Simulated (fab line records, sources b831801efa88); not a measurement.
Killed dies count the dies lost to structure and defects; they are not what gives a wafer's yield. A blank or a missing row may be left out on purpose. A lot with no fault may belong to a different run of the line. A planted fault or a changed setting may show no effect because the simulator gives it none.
Which tool was responsible? ; flow gf180mcu ; 18 wafers sampled from 6 lots at 1 step of a route of 602

== WHAT THE GAUGES READ, wafer by wafer ==
GF_POLY_GATE_CD_MEAS_10: the cd target is 280 nm.
lot;measured;on;cd nm (nm)
L412;day 10 01:58;cd sem-02;279.1 279.0 279.4
L414;day 10 13:57;cd sem-01;281.7 280.0 281.3
L417;day 11 21:46;cd sem-02;281.7 281.3 280.9
L426;day 14 05:32;cd sem-01;280.0 280.3 280.0
L428;day 14 20:18;cd sem-02;280.1 279.5 280.3
L432;day 16 04:28;cd sem-02;280.1 280.0 279.8

== WHAT TOOL EACH LOT RAN ON (gives the tool, then ch and the chambers of the sampled wafers, and finally the start) ==
The record shows no process step preceding these readings.

== THE ANSWER, worked out from the rows above alone ==
Rule: what is usual is taken from the lots themselves. The widest of any qualifying gaps counts: lots, ordered by their means at a reading, are off when they make up no more than a third of the lots, leave a main group of 4 or more, and stand apart from it by 3 or more times the standard deviation of that group's means. Not used: any main group whose means are identical at the precision the tables above print for the reading. Also off: a lot with no number at a reading for which 4 or more lots have one. All remaining lots with rows at the step are treated as sound.
No lot is off at any reading shown: from this, nothing can be told.

== WHAT THE SIMULATOR HAD PUT IN ==
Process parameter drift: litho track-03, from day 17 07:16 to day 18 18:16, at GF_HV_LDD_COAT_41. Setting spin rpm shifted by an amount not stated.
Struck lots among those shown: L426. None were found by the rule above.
